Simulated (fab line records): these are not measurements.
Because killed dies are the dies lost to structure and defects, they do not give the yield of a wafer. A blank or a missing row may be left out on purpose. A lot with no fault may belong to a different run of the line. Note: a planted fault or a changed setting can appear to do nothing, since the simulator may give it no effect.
Which tool is to blame?	flow sky130	11 lots with 33 wafers sampled at 2 steps, on a route of 708 steps

== WHAT THE GAUGES SHOWED, per wafer ==
SKY_METAL2_THK_MEAS_06: measures by xrf.
lot	measured	on	METAL2_ALCU_THK (nm)
L578	day 34 12:20	film_metro-02	256 256 257
L580	day 35 07:11	film_metro-02	249 247 244
L579	day 35 12:47	film_metro-03	248 252 250
L581	day 35 19:01	film_metro-04	255 252 254
L585	day 37 03:22	film_metro-03	247 244 252
L586	day 37 11:14	film_metro-03	255 255 250
L588	day 38 06:44	film_metro-04	256 257 255
L591	day 39 04:46	film_metro-03	249 248 248
L597	day 40 12:48	film_metro-02	256 252 257
L598	day 40 18:47	film_metro-04	247 247 251
L599	day 40 23:46	film_metro-04	253 250 254

== TOOL THAT RAN EACH LOT (tool first, then ch and the chambers of the sampled wafers, then the start) ==
lot	SKY_METAL2_SPUTTER_03
L578	pvd_sputter-01, day 34 12:09
L580	pvd_sputter-04, day 35 06:59
L579	pvd_sputter-01, day 35 12:34
L581	pvd_sputter-01, day 35 18:50
L585	pvd_sputter-04, day 37 03:10
L586	pvd_sputter-01, day 37 11:02
L588	pvd_sputter-02, day 38 06:32
L591	pvd_sputter-04, day 39 04:33
L597	pvd_sputter-02, day 40 12:37
L598	pvd_sputter-04, day 40 18:35
L599	pvd_sputter-04, day 40 23:35
- SKY_METAL2_SPUTTER_03: material Ti, target thk 5 nm, time 3.3 s.

== THE ANSWER, worked out from the rows above alone ==
Rule: the lots themselves supply what counts as usual. The widest of any qualifying gaps counts: lots, ordered by their means at a reading, are off when they make up no more than a third of the lots, leave a main group of 4 or more, and stand apart from it by 3 or more times the standard deviation of that group's means. If all means in a main group match to the digits the tables above print for the reading, that group is not used. A lot without any number at a reading at which 4 lots or more have one is off too. All remaining lots with rows at the step are treated as sound.
None of the lots is off at any reading shown; this tells nothing.

== WHAT HAD BEEN PUT IN BY THE SIMULATOR ==
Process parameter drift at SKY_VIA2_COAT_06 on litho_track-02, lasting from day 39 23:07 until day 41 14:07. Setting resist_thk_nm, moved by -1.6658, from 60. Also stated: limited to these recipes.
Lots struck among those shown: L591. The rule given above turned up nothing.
